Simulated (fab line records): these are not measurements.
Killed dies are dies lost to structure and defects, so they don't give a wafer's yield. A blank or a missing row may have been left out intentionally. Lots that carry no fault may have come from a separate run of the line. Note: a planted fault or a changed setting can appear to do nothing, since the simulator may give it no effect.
What tool caused it? -- flow sky130 -- 45 wafers sampled from 15 lots at 1 step of a route of 708

## WHAT THE GAUGES SHOWED, per wafer
Not one reading of a measure or inspect step in the record can be checked against a usual standard deviation.

## TOOL THAT RAN EACH LOT (tool first, then ch and the chambers of the sampled wafers, then the start)
lot,SKY_VIA1_EXPOSE_09
L934,"krf-scanner-01 ch 0, day 33 13:29"
L933,"krf-scanner-02 ch 0, day 33 14:38"
L938,"krf-scanner-02 ch 0, day 35 01:58"
L939,"krf-scanner-02 ch 0, day 35 06:41"
L942,"krf-scanner-01 ch 0, day 36 15:24"
L944,"krf-scanner-01 ch 0, day 36 20:32"
L945,"krf-scanner-01 ch 0, day 36 23:40"
L946,"krf-scanner-01 ch 0, day 37 07:49"
L948,"krf-scanner-01, day 38 04:35"
L949,"krf-scanner-01, day 38 10:25"
L951,"krf-scanner-01, day 39 04:17"
L950,"krf-scanner-01 ch 0, day 39 08:08"
L952,"krf-scanner-01 ch 0, day 39 09:16"
L954,"krf-scanner-02 ch 0, day 39 21:10"
L956,"krf-scanner-02 ch 0, day 40 07:50"
- SKY_VIA1_EXPOSE_09: exposes mask VIM, target cd 150 nm.

## WHAT THE TOOLS THEMSELVES READ (means of the sampled wafers that have a number; where no wafer has one, the mark that the record gives instead)
SKY_VIA1_EXPOSE_09. Usual: exposure-dose-mJ-cm2 37.94, standard deviation 0.053; focus-offset-nm -0.1 nm, standard deviation 0.59.
lot,tool,exposure-dose-mJ-cm2,focus-offset-nm (nm),flag
L934,krf-scanner-01,37.93,0.2,
L933,krf-scanner-02,37.96,0.3,
L938,krf-scanner-02,37.97,-0.2,
L939,krf-scanner-02,37.97,0.0,
L942,krf-scanner-01,37.92,0.0,
L944,krf-scanner-01,37.93,-0.4,
L945,krf-scanner-01,37.89,0.8,
L946,krf-scanner-01,37.91,0.7,
L948,krf-scanner-01,-,-,OFF
L949,krf-scanner-01,-,-,OFF
L951,krf-scanner-01,-,-,OFF
L950,krf-scanner-01,37.86,0.0,
L952,krf-scanner-01,37.90,-0.3,
L954,krf-scanner-02,38.02,-1.1,
L956,krf-scanner-02,38.00,0.6,

## THE ANSWER, worked out from the rows above alone
Rule: a lot counts as off when the mean over its wafers that have a number is more than 3 standard deviations away from the usual mean. Also off: a lot with no number at a reading for which 4 or more lots have one. The other lots that the step has rows for count as sound. First the gauges in route order, then the tools' own readings, where a lot's mean is used as printed above. At the first step where some lot is off, the reading lying furthest off is the one used; lots without a number count as furthest.
Off, at SKY_VIA1_EXPOSE_09 on exposure-dose-mJ-cm2: L948, L949, L951. Without a number there: L948, L949, L951.
A tool fits if, at that step or a process step before it, it ran every lot that is off, and no sound lot after the first of them. Not one of the candidates tried fits.

## WHAT THE SIMULATOR PUT IN
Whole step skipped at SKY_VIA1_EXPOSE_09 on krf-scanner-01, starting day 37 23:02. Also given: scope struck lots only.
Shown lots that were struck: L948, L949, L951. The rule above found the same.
